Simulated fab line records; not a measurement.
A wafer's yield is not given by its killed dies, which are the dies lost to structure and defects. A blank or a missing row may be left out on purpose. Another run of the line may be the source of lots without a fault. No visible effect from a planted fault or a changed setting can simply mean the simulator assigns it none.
fab line records    flow sky130
[record] lots = 7  wafers = 21  lastDay = 50
route steps=708 shown SONOS_ONO@173 PAD_OPEN@708
lots that met no fault: from a run of the same line without faults
startH: hours from the record's first day to the start of the lot's first wafer shown    waitH: hours elapsed since this lot's preceding step    " same as the row above    L1.1+2: a row that stands for several wafers    - value missing, or start not given    * or withheld: withheld    < > ~ a bound
route shown NAME@n: a module of which the file shows steps, and the number in the route of the first    usual: average and standard deviation across the fault-free wafers    same: alike in all rows    chamber/n: place in a boat    sites: readings site by site    _std_site: standard deviation of those values    _edge_site: inner sites' mean taken away from outer sites' mean    radiusMm: for every site, how far away it sits from the centre of the wafer    mask NAME#n: copy n    behind: tool/chamber where the wafer was last shaped    hold: the reason the lot was held/the length of the hold in hours/how it ended    device: transistor that didn't switch, given as n, p or np    end of line: the route-end tests of the same wafers    where a step has no rows: the recipe by itself    killed: not the wafer's yield, but the dies lost to structure and defects at the first sort    map: a wafer's dies, x killed, . not, _ none there
set.NAME: the run value of the setting; set.NAME@STEP: its run value at that earlier step    model.NAME: the simulator's own value behind a step, which no gauge read
lots at selected steps of the route; one table per step, one row per wafer
services: from which hour (startH, from the record's first day; less than 0 if before it) a tool's chamber was out of use, for how many hours, and why
[[steps]]
[step SKY_SONOS_ONO_THK_MEAS_05]
[recipe] reads = SiO2_of_SONOS_ONO_CVD_04
[usual] SONOS_ONO_CVD_04_THK = 5.70/0.12
lot.wafer  tool          chamber  startH  waitH  SONOS_ONO_CVD_04_THK[nm]
L252.1     filmMetro-02  -        301.89  0.0    5.79
L252.3     "             -        "       "      5.77
L252.4     "             -        "       "      5.62
L258.1     filmMetro-03  -        343.12  0.0    5.49
L258.2     "             -        "       "      5.61
L258.6     "             -        "       "      5.64
L259.2     filmMetro-01  -        352.25  0.0    5.57
L259.4     "             -        "       "      5.55
L259.5     "             -        "       "      5.58
L260.4     filmMetro-03  -        355.87  0.0    5.49
L260.5     "             -        "       "      5.55
L260.6     "             -        "       "      5.50
L261.2     filmMetro-03  -        373.70  0.0    5.65
L261.5     "             -        "       "      5.75
L261.6     "             -        "       "      5.82
L268.2     filmMetro-02  -        426.10  0.0    5.66
L268.3     "             -        "       "      5.63
L268.5     "             -        "       "      5.61
L269.1     filmMetro-01  -        430.87  0.0    5.57
L269.3     "             -        "       "      5.66
L269.6     "             -        "       "      5.51
[step SKY_SONOS_ONO_DEHYDRATE_06]
[recipe] tempC = 200  timeS = 60
[step SKY_SONOS_ONO_HMDS_07]
[recipe] primeTimeS = 60  primeTempC = 120
[step SKY_SONOS_ONO_COAT_08]
[recipe] resist = NOVOLAK  spinRpm = 3000  resistThkNm = 1140
[step SKY_SONOS_ONO_SOFTBAKE_09]
[recipe] tempC = 90  timeS = 60  resist = NOVOLAK
[step SKY_SONOS_ONO_EXPOSE_10]
[recipe] maskId = ONOM  targetCdNm = 410  na = 0.6  sourceShape = conventional  sigmaOuter = 0.6  doseMj = 150
[step SKY_SONOS_ONO_PEB_11]
[recipe] tempC = withheld  timeS = *  resist = NOVOLAK
[step SKY_SONOS_ONO_DEVELOP_12]
[recipe] developTimeS = 60  devTempC = 23
[step SKY_SONOS_ONO_CD_MEAS_13]
[recipe] targetCdNm = 410
[usual] cdNm = 409.2/1.8
lot.wafer  tool      chamber  startH  waitH  cdNm
L252.1     cdSem-02  -        327.69  0.1    407.4
L252.3     "         -        "       "      405.4
L252.4     "         -        "       "      407.3
L258.1     cdSem-01  -        370.15  0.1    410.1
L258.2     "         -        "       "      409.0
L258.6     "         -        "       "      410.7
L259.2     cdSem-01  -        378.66  0.1    410.9
L259.4     "         -        "       "      411.2
L259.5     "         -        "       "      413.5
L260.4     cdSem-02  -        383.06  0.1    407.9
L260.5     "         -        "       "      408.6
L260.6     "         -        "       "      407.6
L261.2     cdSem-01  -        400.57  0.1    410.3
L261.5     "         -        "       "      410.2
L261.6     "         -        "       "      407.8
L268.2     cdSem-02  -        456.07  0.1    408.7
L268.3     "         -        "       "      409.1
L268.5     "         -        "       "      409.2
L269.1     cdSem-02  -        461.79  0.1    407.8
L269.3     "         -        "       "      408.3
L269.6     "         -        "       "      408.6
[step SKY_SONOS_ONO_OVL_MEAS_14]
[usual] SONOS_ONO_OVL = -0.6/1.3
lot.wafer  tool        chamber  startH  waitH  SONOS_ONO_OVL[nm]
L252.1     overlay-01  -        327.81  0.1    -1.2
L252.3     "           -        "       "      -0.5
L252.4     "           -        "       "      1.3
L258.1     overlay-01  -        370.27  0.1    0.1
L258.2     "           -        "       "      0.2
L258.6     "           -        "       "      0.0
L259.2     overlay-02  -        378.77  0.1    1.3
L259.4     "           -        "       "      0.1
L259.5     "           -        "       "      0.3
L260.4     overlay-01  -        383.13  0.1    -0.8
L260.5     "           -        "       "      -0.6
L260.6     "           -        "       "      -0.7
L261.2     overlay-01  -        400.67  0.1    -0.1
L261.5     "           -        "       "      -2.6
L261.6     "           -        "       "      1.0
L268.2     overlay-02  -        456.17  0.1    1.1
L268.3     "           -        "       "      0.7
L268.5     "           -        "       "      0.2
L269.1     overlay-01  -        461.91  0.1    -0.1
L269.3     "           -        "       "      1.2
L269.6     "           -        "       "      -0.6
[step SKY_SONOS_ONO_ETCH_15]
[recipe] targetDepthNm = 19.52  chemistry = CHF3/O2  sourceW = 600  biasW = 200  pressureMtorr = 40  chf3FlowSccm = 50  O2_flow_sccm = 5  timeS = 7.8
[usual] chf3FlowSccm = 50.02/0.16  drypumpMotorCurrentA = 5.6/0.5  oesProductAu = 0.999/0.012  throttleValvePct = 8.825/0.0096
lot.wafer  tool        chamber  startH  waitH  chf3FlowSccm  drypumpMotorCurrentA  oesProductAu  rfHoursCounterH  throttleValvePct
L252.1     rieDiel-04  0        327.85  0.0    49.79         6.4                   0.993         1                8.832
L252.3     "           2        "       "      50.09         5.7                   1.014         7                8.840
L252.4     "           3        "       "      50.10         6.3                   1.013         -                8.834
L258.1     rieDiel-04  3        370.30  0.0    50.22         6.3                   0.997         2                8.833
L258.2     "           0        "       "      49.93         6.4                   1.002         1                8.835
L258.6     "           0        "       "      49.93         6.4                   0.989         -                8.813
L259.2     rieDiel-04  1        378.80  0.0    49.88         4.8                   1.005         36               8.830
L259.4     "           2        "       "      49.94         5.7                   1.019         8                8.834
L259.5     "           1        "       "      49.93         4.8                   0.996         -                8.815
L260.4     rieDiel-02  3        383.15  0.0    49.64         6.2                   0.991         7                8.830
L260.5     "           2        "       "      49.92         4.7                   0.999         -                8.817
L260.6     "           3        "       "      49.75         6.2                   0.992         -                8.813
L261.2     rieDiel-04  1        400.70  0.0    49.95         4.8                   1.015         36               8.827
L261.5     "           0        "       "      49.87         6.4                   1.010         -                8.829
L261.6     "           1        "       "      49.90         4.8                   1.009         -                8.830
L268.2     rieDiel-02  2        456.20  0.0    49.82         4.7                   0.996         85               8.818
L268.3     "           0        "       "      49.97         5.5                   1.003         9                8.841
L268.5     "           0        "       "      50.21         5.5                   1.008         -                8.818
L269.1     rieDiel-01  2        461.95  0.0    49.94         5.2                   0.999         6                8.818
L269.3     "           0        "       "      49.85         5.5                   0.975         2                8.822
L269.6     "           3        "       "      50.06         5.8                   1.002         -                8.831
[step SKY_SONOS_ONO_WET_ETCH_16]
[recipe] chemistry = dHF  targetDepthNm = 14  dry = n2Spin  target = SiO2  dilution = 100:1  tempC = 25  timeS = 280
[step SKY_SONOS_ONO_STRIP_17]
[recipe] chemistry = O2/N2  powerW = 1400  pressureMtorr = 1500  platenTempC = withheld  o2FlowSccm = 3000  n2FlowSccm = 300  overashFraction = 0.5
[usual] chamberPressureMTorr = 1500.1/1.3  drypumpMotorCurrentA = 5.6/0.45  oesProductAu = 0.710/0.0043  stripTimeToEndpointS = 14.10/0.035
lot.wafer  tool            chamber  startH  waitH  chamberPressureMTorr  drypumpMotorCurrentA  oesProductAu  rfHoursCounterH  stripTimeToEndpointS  model.NOVOLAK_of_SONOS_ONO_COAT_08.thkNm
L252.1     plasmaAsher-01  0        327.96  0.0    1501.1                6.0                   0.709         67               14.12                 0
L252.3     "               0        "       "      1499.2                6.0                   0.712         -                14.12                 0
L252.4     "               1        "       "      1496.9                5.9                   0.705         -                14.11                 0
L258.1     plasmaAsher-01  0        370.41  0.0    1499.2                5.9                   0.713         72               14.08                 0
L258.2     "               1        "       "      1500.9                6.0                   0.708         72               14.13                 0
L258.6     "               0        "       "      1499.4                5.9                   0.709         -                14.13                 0
L259.2     plasmaAsher-01  1        378.91  0.0    -                     -                     -             -                -                     1121
L259.4     "               1        "       "      -                     -                     -             -                -                     1120
L259.5     "               1        "       "      -                     -                     -             -                -                     1127
L260.4     plasmaAsher-03  1        383.31  0.0    -                     -                     -             -                -                     1125
L260.5     "               0        "       "      -                     -                     -             -                -                     1125
L260.6     "               1        "       "      -                     -                     -             -                -                     1125
L261.2     plasmaAsher-03  0        400.81  0.0    -                     -                     -             -                -                     1127
L261.5     "               1        "       "      -                     -                     -             -                -                     1126
L261.6     "               0        "       "      -                     -                     -             -                -                     1125
L268.2     plasmaAsher-04  0        456.39  0.0    1502.6                5.7                   0.710         29               14.17                 0
L268.3     "               0        "       "      1498.6                5.6                   0.711         -                14.11                 0
L268.5     "               1        "       "      1498.5                5.6                   0.709         -                14.14                 0
L269.1     plasmaAsher-03  1        462.05  0.0    1499.7                5.2                   0.712         63               14.10                 0
L269.3     "               0        "       "      1498.8                4.9                   0.710         -                14.11                 0
L269.6     "               1        "       "      1502.1                5.2                   0.711         -                14.04                 0
[step SKY_SONOS_ONO_WET_ETCH_18]
[recipe] chemistry = H3PO4  targetDepthNm = 15  target = Si3N4  tempC = 160  timeS = 172
[step SKY_PAD_OPEN_PROBE_99]
[usual] killed_at_M0_to_M3 = 43/7.3  killed_at_M4_up = 3.6/1.9  killedAtContacts = 23/5.3  killedAtFrontEnd = 15/4.5  killedAtOther = 0.3/0.72  killedDies = 85/9.4  killedOnRim = 17/4.2  killedOpen = 46/6.7  killedShort = 38/6.8
[same] grossDies = 492  killedAtBackSide = 0
lot.wafer  tool       chamber  startH   waitH  killed_at_M0_to_M3  killed_at_M4_up  killedAtContacts  killedAtFrontEnd  killedAtOther  killedDies  killedOnRim  killedOpen  killedShort
L252.1     prober-02  -        1112.87  0.1    39                  3                24                17                0              83          14           52          31
L252.3     prober-02  -        1112.97  0.2    40                  1                31                16                0              88          17           46          42
L252.4     prober-02  -        1113.02  0.2    50                  3                25                11                1              90          15           50          40
L258.1     prober-02  -        1163.91  0.1    47                  2                33                9                 0              91          20           50          41
L258.2     prober-02  -        1163.96  0.1    35                  4                29                10                0              78          16           51          26
L258.6     prober-02  -        1164.16  0.2    34                  7                23                10                0              74          17           40          33
L259.2     prober-02  -        1164.26  0.2    52                  3                22                415               0              492         96           53          34
L259.4     prober-02  -        1164.36  0.2    50                  9                20                413               0              492         96           55          44
L259.5     prober-02  -        1164.41  0.3    34                  3                21                434               0              492         96           38          31
L261.2     prober-01  -        1166.11  0.1    51                  2                23                416               0              492         96           53          45
L261.5     prober-01  -        1166.26  0.2    52                  7                17                416               0              492         96           51          36
L261.6     prober-01  -        1166.31  0.2    40                  1                19                431               1              492         96           33          37
L260.4     prober-02  -        1168.52  0.2    39                  3                21                429               0              492         96           47          37
L260.5     prober-02  -        1168.57  0.2    42                  5                18                427               0              492         96           45          44
L260.6     prober-02  -        1168.62  0.2    39                  2                15                435               1              492         96           48          30
L268.2     prober-02  -        1190.56  0.1    47                  7                15                19                0              88          20           44          44
L268.3     prober-02  -        1190.61  0.2    45                  4                26                16                0              91          17           48          43
L268.5     prober-02  -        1190.71  0.2    38                  2                20                17                0              77          12           52          25
L269.1     prober-02  -        1198.08  0.1    33                  1                18                20                0              72          9            38          34
L269.3     prober-02  -        1198.18  0.2    51                  3                17                13                0              84          17           43          41
L269.6     prober-02  -        1198.33  0.2    42                  3                32                12                1              90          18           42          48
// killed by level:class
L252.1 CONTACT:geometricParticle:open=14 VIA1:geometricParticle:open=8 VIA3:geometricParticle:open=6 VIA2:geometricParticle:open=5 FIELD_ISO:geometricParticle:open=5 METAL1:geometricParticle:short=5 LI_CONTACT:geometricParticle:open=4 FIELD_ISO:geometricParticle:short=4
L252.3 VIA1:geometricParticle:open=11 CONTACT:geometricParticle:short=9 CONTACT:geometricParticle:open=7 LI_CONTACT:geometricParticle:open=6 VIA3:geometricParticle:short=6 FIELD_ISO:geometricParticle:short=5 METAL1:geometricParticle:short=5 LI_CONTACT:geometricParticle:short=4
L252.4 VIA1:geometricParticle:open=13 VIA3:geometricParticle:open=10 CONTACT:geometricParticle:open=10 CONTACT:geometricParticle:short=7 VIA1:geometricParticle:short=6 LI_CONTACT:geometricParticle:open=6 METAL2:geometricParticle:short=6 FIELD_ISO:geometricParticle:short=4
L258.1 CONTACT:geometricParticle:open=12 VIA1:geometricParticle:open=11 METAL1:geometricParticle:short=10 VIA3:geometricParticle:open=9 LI_CONTACT:geometricParticle:open=7 VIA1:geometricParticle:short=6 LOCAL_INTERCONNECT:geometricParticle:short=5 CONTACT:geometricParticle:short=5
L258.2 CONTACT:geometricParticle:open=17 VIA1:geometricParticle:open=9 VIA3:geometricParticle:open=7 LI_CONTACT:geometricParticle:open=5 CONTACT:geometricParticle:short=5 VIA1:geometricParticle:short=3 VIA2:geometricParticle:open=3 METAL2:geometricParticle:short=3
L258.6 CONTACT:geometricParticle:open=11 VIA1:geometricParticle:open=9 LOCAL_INTERCONNECT:geometricParticle:short=7 VIA2:geometricParticle:open=5 VIA3:geometricParticle:open=5 METAL2:geometricParticle:short=4 VIA3:geometricParticle:short=4 METAL4:geometricParticle:short=4
L259.2 GATE_OXIDE:areaOxidation=405 CONTACT:geometricParticle:open=12 VIA1:geometricParticle:open=12 VIA2:geometricParticle:open=10 VIA3:geometricParticle:open=7 METAL1:geometricParticle:short=6 VIA1:geometricParticle:short=5 POLY_GATE:geometricParticle:open=4
L259.4 GATE_OXIDE:areaOxidation=393 VIA1:geometricParticle:open=13 VIA3:geometricParticle:open=12 CONTACT:geometricParticle:open=9 METAL2:geometricParticle:short=6 METAL1:geometricParticle:short=5 METAL4:geometricParticle:short=5 FIELD_ISO:geometricParticle:short=4
L259.5 GATE_OXIDE:areaOxidation=423 CONTACT:geometricParticle:open=9 METAL1:geometricParticle:short=7 LI_CONTACT:geometricParticle:open=6 VIA1:geometricParticle:open=5 VIA2:geometricParticle:open=5 POLY_GATE:geometricParticle:open=4 VIA3:geometricParticle:open=4
L261.2 GATE_OXIDE:areaOxidation=394 METAL1:geometricParticle:short=13 CONTACT:geometricParticle:open=11 VIA1:geometricParticle:open=10 FIELD_ISO:geometricParticle:open=6 VIA2:geometricParticle:open=6 VIA3:geometricParticle:open=6 CONTACT:geometricParticle:short=5
L261.5 GATE_OXIDE:areaOxidation=405 VIA1:geometricParticle:open=20 METAL1:geometricParticle:short=10 LI_CONTACT:geometricParticle:open=8 VIA3:geometricParticle:open=8 METAL4:geometricParticle:short=4 VIA2:geometricParticle:open=4 FIELD_ISO:geometricParticle:open=3
L261.6 GATE_OXIDE:areaOxidation=421 VIA1:geometricParticle:open=9 CONTACT:geometricParticle:open=9 METAL1:geometricParticle:short=8 VIA1:geometricParticle:short=6 VIA3:geometricParticle:open=6 CONTACT:geometricParticle:short=4 VIA2:geometricParticle:open=4
L260.4 GATE_OXIDE:areaOxidation=408 VIA1:geometricParticle:open=11 CONTACT:geometricParticle:open=9 FIELD_ISO:geometricParticle:short=6 LI_CONTACT:geometricParticle:open=6 FIELD_ISO:geometricParticle:open=5 POLY_GATE:geometricParticle:short=5 VIA2:geometricParticle:open=5
L260.5 GATE_OXIDE:areaOxidation=403 VIA1:geometricParticle:open=8 FIELD_ISO:geometricParticle:short=7 FIELD_ISO:geometricParticle:open=7 VIA2:geometricParticle:open=6 LI_CONTACT:geometricParticle:short=5 POLY_GATE:geometricParticle:short=5 CONTACT:geometricParticle:open=5
L260.6 GATE_OXIDE:areaOxidation=414 VIA1:geometricParticle:open=8 POLY_GATE:geometricParticle:open=7 VIA2:geometricParticle:open=7 FIELD_ISO:geometricParticle:open=6 CONTACT:geometricParticle:open=6 METAL2:geometricParticle:short=6 FIELD_ISO:geometricParticle:short=4
L268.2 VIA1:geometricParticle:open=8 FIELD_ISO:geometricParticle:short=7 LI_CONTACT:geometricParticle:open=6 METAL1:geometricParticle:short=6 VIA3:geometricParticle:short=5 POLY_GATE:geometricParticle:open=5 METAL2:geometricParticle:short=5 VIA2:geometricParticle:open=5
L268.3 CONTACT:geometricParticle:open=10 VIA1:geometricParticle:open=10 VIA3:geometricParticle:open=7 LI_CONTACT:geometricParticle:open=6 LOCAL_INTERCONNECT:geometricParticle:short=6 VIA1:geometricParticle:short=6 VIA2:geometricParticle:open=6 FIELD_ISO:geometricParticle:open=5
L268.5 VIA1:geometricParticle:open=12 FIELD_ISO:geometricParticle:open=8 LI_CONTACT:geometricParticle:open=7 CONTACT:geometricParticle:open=7 VIA2:geometricParticle:open=6 FIELD_ISO:geometricParticle:short=4 METAL1:geometricParticle:short=3 CONTACT:geometricParticle:short=3
L269.1 VIA1:geometricParticle:open=9 FIELD_ISO:geometricParticle:open=7 METAL2:geometricParticle:short=5 VIA3:geometricParticle:open=5 POLY_GATE:geometricParticle:open=4 LI_CONTACT:geometricParticle:short=4 CONTACT:geometricParticle:short=4 VIA2:geometricParticle:open=4
L269.3 METAL1:geometricParticle:short=11 VIA1:geometricParticle:open=8 METAL2:geometricParticle:short=7 CONTACT:geometricParticle:open=7 VIA3:geometricParticle:open=7 SPACER:geometricParticle:open=4 VIA1:geometricParticle:short=4 VIA2:geometricParticle:open=4
L269.6 CONTACT:geometricParticle:open=13 VIA1:geometricParticle:open=8 METAL1:geometricParticle:short=7 LOCAL_INTERCONNECT:geometricParticle:short=6 METAL2:geometricParticle:short=6 CONTACT:geometricParticle:short=5 LI_CONTACT:geometricParticle:open=5 FIELD_ISO:geometricParticle:open=4
// map L259.2 (x killed, . not)
__________xxxxxxxxxx_________
________xxxxxxxxxxxxxx_______
______xxxxxxxxxxxxxxxxxx_____
_____xxxxxxxxxxxxxxxxxxxx____
____xxxxxxxxxxxxxxxxxxxxxx___
___xxxxxxxxxxxxxxxxxxxxxxxx__
__xxxxxxxxxxxxxxxxxxxxxxxxxx_
_xxxxxxxxxxxxxxxxxxxxxxxxxxxx
_xxxxxxxxxxxxxxxxxxxxxxxxxxxx
_xxxxxxxxxxxxxxxxxxxxxxxxxxxx
_xxxxxxxxxxxxxxxxxxxxxxxxxxxx
_xxxxxxxxxxxxxxxxxxxxxxxxxxxx
_xxxxxxxxxxxxxxxxxxxxxxxxxxxx
_xxxxxxxxxxxxxxxxxxxxxxxxxxxx
_xxxxxxxxxxxxxxxxxxxxxxxxxxxx
__xxxxxxxxxxxxxxxxxxxxxxxxxx_
___xxxxxxxxxxxxxxxxxxxxxxxx__
____xxxxxxxxxxxxxxxxxxxxxx___
_____xxxxxxxxxxxxxxxxxxxx____
______xxxxxxxxxxxxxxxxxx_____
________xxxxxxxxxxxxxx_______
__________xxxxxxxxxx_________
// map L260.4 (x killed, . not)
__________xxxxxxxxxx_________
________xxxxxxxxxxxxxx_______
______xxxxxxxxxxxxxxxxxx_____
_____xxxxxxxxxxxxxxxxxxxx____
____xxxxxxxxxxxxxxxxxxxxxx___
___xxxxxxxxxxxxxxxxxxxxxxxx__
__xxxxxxxxxxxxxxxxxxxxxxxxxx_
_xxxxxxxxxxxxxxxxxxxxxxxxxxxx
_xxxxxxxxxxxxxxxxxxxxxxxxxxxx
_xxxxxxxxxxxxxxxxxxxxxxxxxxxx
_xxxxxxxxxxxxxxxxxxxxxxxxxxxx
_xxxxxxxxxxxxxxxxxxxxxxxxxxxx
_xxxxxxxxxxxxxxxxxxxxxxxxxxxx
_xxxxxxxxxxxxxxxxxxxxxxxxxxxx
_xxxxxxxxxxxxxxxxxxxxxxxxxxxx
__xxxxxxxxxxxxxxxxxxxxxxxxxx_
___xxxxxxxxxxxxxxxxxxxxxxxx__
____xxxxxxxxxxxxxxxxxxxxxx___
_____xxxxxxxxxxxxxxxxxxxx____
______xxxxxxxxxxxxxxxxxx_____
________xxxxxxxxxxxxxx_______
__________xxxxxxxxxx_________
[[services]]
tool            chamber  startH  hours  kind
rieDiel-01      3        306.87  11.3   repair
rieDiel-04      3        309.63  7.6    repair
rieDiel-04      1        317.20  19.3   repair
plasmaAsher-04  -        317.54  29.5   repair
rieDiel-01      0        340.27  20.9   repair
rieDiel-02      1        351.10  -      clean
rieDiel-02      1        351.10  15.3   scheduledDown
rieDiel-02      1        351.10  15.3   ventCycle
plasmaAsher-03  -        370.18  4.5    repair
plasmaAsher-04  -        370.25  0.5    repair
plasmaAsher-01  -        421.25  9.0    pm
plasmaAsher-01  0        421.25  9.0    ventCycle
plasmaAsher-01  1        421.25  9.0    ventCycle
plasmaAsher-04  -        428.13  2.8    pm
plasmaAsher-01  -        430.25  2.8    pm
plasmaAsher-01  0        430.25  -      clean
plasmaAsher-01  1        430.25  -      clean
rieDiel-02      3        446.13  5.9    repair
[[key]]
[firstSign] step = SKY_SONOS_ONO_STRIP_17  reading = toolRecord  direction = missing
[effect] step = SKY_PAD_OPEN_PROBE_99  reading = killedAtFrontEnd  direction = up  sigmas = 92  usual = 15  struck = 424
[modelEffect] step = SKY_SONOS_ONO_STRIP_17  value = NOVOLAK_of_SONOS_ONO_COAT_08.thkNm  without = 0  struck = 1125
[moreKillsBornAt] SKY_GATE_OXIDE_OXIDATION_01@furnace-01 = 3666
metAt SKY_SONOS_ONO_STRIP_17
struckWafers L259.2,L259.4,L259.5,L260.4,L260.5,L260.6,L261.2,L261.5,L261.6
laterRowsLeftOut L259.2,L259.4,L259.5,L260.4,L260.5,L260.6,L261.2,L261.5,L261.6
testerLeftOut L259,L260,L261
onsetBetween 370.41 378.91
[fault] kind = skippedStepWhole  tool = plasmaAsher-01,plasmaAsher-03  chamber = -  onsetH = 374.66  steps = SKY_SONOS_ONO_STRIP_17  scope = struckLotsOnly
// testerLeftOut: of these lots the tester's yield and bins aren't shown, on N5 and GAA mostly nor the transistor test; their killed dies are dies lost to structure and defects alone, not to doping, threshold or leakage, so they don't give the yield
// laterRowsLeftOut: the simulator's readings of these wafers behind a module that went badly wrong aren't trusted and aren't shown, but for the sort
